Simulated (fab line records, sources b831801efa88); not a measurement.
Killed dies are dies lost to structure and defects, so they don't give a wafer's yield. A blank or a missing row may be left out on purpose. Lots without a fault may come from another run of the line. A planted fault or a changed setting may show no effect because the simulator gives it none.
Tool commonality check | flow sky130 | 15 lots, 54 wafers sampled

WHY IT WAS OPENED
At SKY_LDD_LDN_TW_MEAS_13 the reading LDD_LDN_TW is flagged on 3 of 15 lots. Wafers without a fault read 1469, standard deviation 11.
Rule: a lot is flagged when every wafer of it that has a number lies more than 4 standard deviations from that mean, or none has a number. The other lots count as sound.

lot  | measured     | on            | LDD_LDN_TW, wafer by wafer    | flag
L320 | day 23 04:13 | film_metro-01 | 1487 1487 1483                |
L321 | day 23 16:16 | film_metro-04 | 1462 1463 1463                |
L323 | day 24 01:34 | film_metro-02 | 1553 1557 1551 1551 1558 1552 | FLAGGED
L328 | day 25 20:59 | film_metro-01 | 1585 1576 1580 1572 1581 1576 | FLAGGED
L329 | day 26 04:58 | film_metro-01 | 1480 1483 1484                |
L330 | day 26 14:56 | film_metro-04 | 1566 1570 1559 1556 1571 1562 | FLAGGED
L333 | day 27 14:12 | film_metro-01 | 1478 1476 1472                |
L334 | day 27 19:13 | film_metro-02 | 1465 1468 1464                |
L335 | day 28 04:37 | film_metro-01 | 1482 1488 1479                |
L336 | day 28 18:04 | film_metro-02 | 1467 1465 1466                |
L338 | day 29 10:19 | film_metro-01 | 1480 1476 1478                |
L340 | day 29 18:35 | film_metro-02 | 1466 1460 1463                |
L341 | day 30 00:37 | film_metro-01 | 1484 1485 1484                |
L342 | day 30 17:47 | film_metro-04 | 1462 1468 1469                |
L343 | day 30 20:43 | film_metro-02 | 1459 1455 1448                |
The numbers of the flagged lots are 1565 on average: +96 against the usual, or +9 standard deviations.

WHICH TOOL RAN EACH LOT
The record holds 1 process step before the reading, out of a route of 708 steps. In each cell: the tool, then ch and the chambers that the sampled wafers went through, then the start.
lot  | flag    | SKY_LDD_LDN_IMPLANT_09
L320 |         | implanter-02 ch 0, day 23 03:40
L321 |         | implanter-03 ch 0, day 23 15:44
L323 | FLAGGED | implanter-03 ch 0, day 24 00:29
L328 | FLAGGED | implanter-02 ch 0, day 25 19:26
L329 |         | implanter-01 ch 0, day 26 04:25
L330 | FLAGGED | implanter-03 ch 0, day 26 14:04
L333 |         | implanter-02 ch 0, day 27 13:40
L334 |         | implanter-03 ch 0, day 27 18:40
L335 |         | implanter-03 ch 0, day 28 04:05
L336 |         | implanter-02 ch 0, day 28 17:32
L338 |         | implanter-03 ch 0, day 29 09:47
L340 |         | implanter-01 ch 0, day 29 18:03
L341 |         | implanter-02 ch 0, day 30 00:05
L342 |         | implanter-03 ch 0, day 30 17:17
L343 |         | implanter-01 ch 0, day 30 20:10
What these steps do:
- SKY_LDD_LDN_IMPLANT_09
- SKY_LDD_LDN_TW_MEAS_13

FLAGGED OVER TOTAL, TOOL BY TOOL (the gauges that took the reading come last)
step                   | tool          | lots run | flagged | share of the flagged lots | sound lots run after its first flagged lot
SKY_LDD_LDN_IMPLANT_09 | implanter-01  | 3        | 0       | none                      | -
SKY_LDD_LDN_IMPLANT_09 | implanter-02  | 5        | 1       | some                      | 3 (L333,L336,L341)
SKY_LDD_LDN_IMPLANT_09 | implanter-03  | 7        | 2       | some                      | 4 (L334,L335,L338,L342)
SKY_LDD_LDN_TW_MEAS_13 | film_metro-01 | 7        | 1       | some                      | 5 (L329,L333,L335,L338,L341)
SKY_LDD_LDN_TW_MEAS_13 | film_metro-02 | 5        | 1       | some                      | 4 (L334,L336,L340,L343)
SKY_LDD_LDN_TW_MEAS_13 | film_metro-04 | 3        | 1       | some                      | 1 (L342)

WHAT THE TABLE ALLOWS
No row of the table ran every flagged lot.

WHAT THE SIMULATOR HAD PUT IN
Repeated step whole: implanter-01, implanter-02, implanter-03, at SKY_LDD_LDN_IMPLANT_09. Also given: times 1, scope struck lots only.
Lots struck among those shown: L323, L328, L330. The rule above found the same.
